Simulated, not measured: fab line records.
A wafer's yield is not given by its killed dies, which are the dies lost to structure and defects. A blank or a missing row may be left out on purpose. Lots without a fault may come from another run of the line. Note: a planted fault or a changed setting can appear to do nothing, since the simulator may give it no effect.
Chamber matching | flow gf180mcu | pecvd-01 running GF_V5_CVD_02: 3 sister chambers
The step deposits SiO2 from TEOS, target thk 1450 nm, time 163.28 s. 6 wafers are shown with their chamber, then 10 later ones without.

== WAFERS WITH THEIR CHAMBER ==
wafer  | chamber | heater power w (W)
L084.1 | 2       | 666
L084.4 | 1       | 680
L084.5 | 2       | 715
L084.6 | 0       | 542
L089.2 | 0       | 648
L089.3 | 1       | 613

== WAFERS WHOSE CHAMBER IS MISSING ==
wafer  | heater power w (W)
L089.6 | 584
L094.1 | 656
L094.2 | 740
L094.3 | 581
L095.1 | 685
L095.2 | 614
L095.6 | 653
L097.1 | 710
L097.4 | 676
L097.5 | 577

== EACH ONE'S CHAMBER ==
wafer  | from the rows above          | in truth
L089.6 | can't be placed: 0 or 1 or 2 | 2
L094.1 | can't be placed: 1 or 2 or 0 | 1
L094.2 | can't be placed: 2 or 1 or 0 | 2
L094.3 | can't be placed: 0 or 1 or 2 | 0
L095.1 | can't be placed: 2 or 1 or 0 | 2
L095.2 | can't be placed: 0 or 1 or 2 | 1
L095.6 | can't be placed: 1 or 2 or 0 | 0
L097.1 | can't be placed: 2 or 1 or 0 | 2
L097.4 | can't be placed: 2 or 1 or 0 | 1
L097.5 | can't be placed: 0 or 1 or 2 | 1
Correct placement for 0 of the 10. From these rows, 10 cannot be placed; in 10 the true chamber is one of the candidates. Wrongly placed: 0.
How it was worked out, from the rows above alone: a wafer's distance from a chamber is the root of the sum, over the readings, of the square of ((its reading less the chamber's mean) divided by the reading's scatter). The wafer belongs to the nearest chamber; if the next one is less than 2 further off, it can't be placed. For every chamber, the mean is computed from those of its wafers that are shown. How the scatter is found: for the shown wafers, subtract from each reading the mean of its chamber, square and add these, divide the total by (wafers less chambers), then take the root.
